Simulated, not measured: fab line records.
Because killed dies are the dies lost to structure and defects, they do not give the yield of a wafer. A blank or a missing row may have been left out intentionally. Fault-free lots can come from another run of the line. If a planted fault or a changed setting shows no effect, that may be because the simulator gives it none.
A single fault, viewed from 2 desks -- flow gf180mcu -- only its own numbers are on each desk; what lay behind them is given at the end

FOR THE TOOL OWNER'S DESK: pecvd-02
The tool's own readings at GF_SAB_CVD_00 (deposits SiO2 from TEOS, target thk 50 nm, time 4.9302 s): means of the sampled wafers that have a number, for each lot that ran on this tool. If a lot's mean is further than 4 standard deviations from the usual mean, the lot is out of limits and carries the mark OUT (the distance appears in the brackets).
Columns: A = heater power w at GF_SAB_CVD_00, usual 637 W; B = rf fwd power W at GF_SAB_CVD_00, usual 587 W
lot,first seen here,A,B
L833,day 14 15:01,770,591
L835,day 15 08:08,683,590
L837,day 16 03:14,657,588
L838,day 16 08:01,629,585
L845,day 19 02:29,679,589
L851,day 21 06:14,764,590
L854,day 22 03:01,647,588
L855,day 22 12:08,716,588
This desk found nothing out of limits on any of the 8 lots.

THE METROLOGY DESK
What the gauges read, lot by lot, whatever tool the lot ran on: means of the sampled wafers that have a number. If a lot's mean is further than 4 standard deviations from the usual mean, the lot is out of limits and carries the mark OUT (the distance appears in the brackets).
Columns: A = SAB_CVD_00_THK at GF_SAB_THK_MEAS_01, usual 49.8 nm; B = V1_BOW at GF_V1_BOW_MEAS_05, usual 81 um
lot,first seen here,A,B
L832,day 14 08:17,50.6,78
L833,day 14 15:02,49.3,83
L834,day 15 01:29,50.1,79
L835,day 15 08:14,50.0,73
L837,day 16 03:16,56.0 (+11) OUT,81
L838,day 16 08:05,56.2 (+12) OUT,78
L845,day 19 02:31,50.1,94
L846,day 19 05:13,50.5,75
L848,day 20 07:14,50.3,77
L850,day 20 18:31,49.1,73
L851,day 21 06:15,49.0,82
L852,day 21 11:27,50.1,85
L854,day 22 03:04,49.9,72
L855,day 22 12:10,50.5,85
Finding of this desk: L837, L838 out of limits, first seen on L837 at day 16 03:16 (SAB_CVD_00_THK at GF_SAB_THK_MEAS_01). L832, L833, L834, L835, L845, L846, L848, L850, L851, L852, L854, L855 stayed within limits.

BROUGHT TOGETHER
Metrology desk: alarm possible at day 16 03:16 on L837, L838.
The tool owner's desk saw nothing out of limits.
The tool owner's desk has L837, L838 on record, within its limits.
Of the lots named, all ran GF_SAB_CVD_00 on pecvd-02.

WHAT HAD BEEN PUT IN BY THE SIMULATOR
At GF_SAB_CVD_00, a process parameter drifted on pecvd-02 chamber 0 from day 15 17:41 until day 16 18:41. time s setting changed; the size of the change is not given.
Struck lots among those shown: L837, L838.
Time in hours between the start of the fault and the first out-of-limits reading at each desk: metrology desk, 10.
